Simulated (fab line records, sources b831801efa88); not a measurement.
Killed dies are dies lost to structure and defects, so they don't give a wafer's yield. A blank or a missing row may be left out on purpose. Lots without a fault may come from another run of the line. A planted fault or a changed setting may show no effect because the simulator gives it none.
A struck lot beside a sound one | flow sky130 | 35 steps out of a route of 708
Sound: wafers L531.2, L531.3, L531.6. Struck: wafer L521.4. (L521.1, L521.5 of the same lot were not struck and are left out.) The cause comes at the end.
At each step with rows: each side's tool, then ch and its chambers, then its first start. Under that, the readings that differ: sound wafers | struck wafers | difference of the means | sigmas: that difference in standard deviations of wafers without a fault.
alike: readings whose means differ by less than 2 such deviations, and words and numbers that are the same on both sides. not compared: withheld readings, readings that some wafer has no value for, bounds like >300 that may hide the same value, and numbers for which the record gives no deviation and whose values overlap.
The two part at a step that has a row with sigmas, a row that says differs or no value, or rows on one side only. Numbers that don't overlap but have no deviation are shown without sigmas and don't part them. A reading that every wafer of one side lacks parts them only if that side has two wafers or more.

first, 9 steps without rows for these wafers: SKY_METAL2_DEVELOP_14 (develop time 60 s); SKY_METAL2_DESCUM_17 (chemistry O2, time 8 s); SKY_METAL2_ETCH_18 (etches BARC in N2/H2, stops on SiO2, time 45.9 s, target depth 60 nm); SKY_METAL2_METAL_ETCH_19 (etches the open film in Cl2/BCl3, stops on SiO2, target depth 360 nm, time 78 s); SKY_METAL2_STRIP_20 (strips in O2/N2); SKY_METAL2_STRIP_21 (strips in post etch residue remover, time 1200 s); SKY_METAL2_CLEAN_22 (cleans in IPA, time 180 s); SKY_METAL2_CLEAN_23 (cleans in O3/DIW); SKY_VIA2_HDPCVD_00 (deposits SiO2, target thk 1180 nm, time 196.7 s).
SKY_VIA2_CMP_02: polishes SiO2.
  sound on cmp-01 ch 2,3, day 42 06:36; struck on cmp-01 ch 1, day 39 13:56
  reading                                  | sound             | struck | difference | sigmas
  model.SiO2_of_VIA2_HDPCVD_00.thk_nm (nm) | 494.8 495.7 496.1 | 542.9  | +47.4      |
  alike: motor_current_A, platen_rpm
then, 9 steps without rows for these wafers: SKY_VIA2_DEHYDRATE_04 (time 60 s); SKY_VIA2_HMDS_05 (prime time 60 s); SKY_VIA2_COAT_06 (resist thk 60 nm); SKY_VIA2_COAT_07 (resist thk 450 nm); SKY_VIA2_SOFTBAKE_08 (time 90 s); SKY_VIA2_EXPOSE_09 (exposes mask VIM2, target cd 200 nm); SKY_VIA2_PEB_10; SKY_VIA2_DEVELOP_11 (develop time 60 s); SKY_VIA2_ETCH_14 (etches BARC in N2/H2, stops on SiO2, time 45.9 s, target depth 60 nm).
SKY_VIA2_ETCH_15: etches SiO2 in C4F8/O2/Ar, stops on TiN, target depth 546 nm, time 84 s.
  sound on rie_diel-01 ch 1,2,3, day 43 05:46; struck on rie_diel-01 ch 3, day 40 13:56
  reading                          | sound             | struck | difference | sigmas
  oes_product_au (a.u.)            | 0.944 0.938 0.943 | 0.991  | +0.049     | +10
  model.VIA2.feature_depth_nm (nm) | 494.8 495.7 496.1 | 542.9  | +47.4      |
  model.etch.depth_nm (nm)         | 494.8 495.7 496.1 | 542.9  | +47.4      |
  not compared: rf_hours_counter_h
then, 13 steps without rows for these wafers: SKY_VIA2_STRIP_16 (strips in O2/N2); SKY_VIA2_STRIP_17 (strips in post etch residue remover, time 1200 s); SKY_VIA2_CLEAN_18 (cleans in IPA, time 180 s); SKY_VIA2_CLEAN_19 (cleans in O3/DIW); SKY_VIA2_SPUTTER_20 (material TiN, target thk 20 nm, time 80 s); SKY_VIA2_CVD_21 (deposits W, target thk 420 nm, time 126.4 s); SKY_VIA2_CMP_24 (polishes, stops on SiO2, t overpolish 20 s, target thk 0 nm); SKY_METAL3_SPUTTER_00 (material Ti, target thk 15 nm, time 10 s); SKY_METAL3_SPUTTER_01 (material TiN, target thk 20 nm, time 16.7 s); SKY_METAL3_SPUTTER_02 (material AlCu, target thk 735 nm, time 39.1 s); SKY_METAL3_SPUTTER_03 (material Ti, target thk 5 nm, time 3.3 s); SKY_METAL3_SPUTTER_04 (material TiN, target thk 70 nm, time 58.3 s); SKY_CAPM_CVD_00 (deposits SiO2, target thk 15.5 nm).
-- the record jumps here: 2 days lie between the struck wafers' starts before and after (it left off in module CAPM and takes up again in module METAL3, whose first step shown is number 532 of the route) --
SKY_METAL3_METAL_ETCH_18: etches the open film in Cl2/BCl3, stops on SiO2, target depth 845 nm, time 183.1 s.
  sound on rie_metal-02 ch 0, day 45 04:35; struck on rie_metal-02 ch 1, day 42 14:52
  reading                                  | sound             | struck | difference | sigmas
  drypump_motor_current_A (A)              | 5.28 5.27 5.30    | 5.81   | +0.53      | +2
  model.SiO2_of_VIA2_HDPCVD_00.thk_nm (nm) | 465.2 466.1 466.3 | 513    | +47        |
  alike: oes_product_au, throttle_valve_pct
  not compared: rf_hours_counter_h
-- the record jumps here: 6 days lie between the struck wafers' starts before and after (it left off in module METAL3 and takes up again in module PAD_OPEN, whose first step shown is number 708 of the route) --
SKY_PAD_OPEN_PROBE_99:
  sound on prober-02, day 51 00:26; struck on prober-02, day 49 02:23
  alike: defect_limited_yield, killed_at_M0_to_M3, killed_at_M4_up, killed_at_contacts, killed_at_front_end, killed_dies, killed_open, killed_short, sort_bin_3_pad_short, sort_bin_5_function, sort_bin_6_memory, sort_n_pass, sort_yield_pct

WHERE THEY PART
First at SKY_VIA2_ETCH_15; last, within this record, at SKY_METAL3_METAL_ETCH_18. Later steps at which nothing parts them and some readings are alike: SKY_PAD_OPEN_PROBE_99.

WHY: what the simulator had put in
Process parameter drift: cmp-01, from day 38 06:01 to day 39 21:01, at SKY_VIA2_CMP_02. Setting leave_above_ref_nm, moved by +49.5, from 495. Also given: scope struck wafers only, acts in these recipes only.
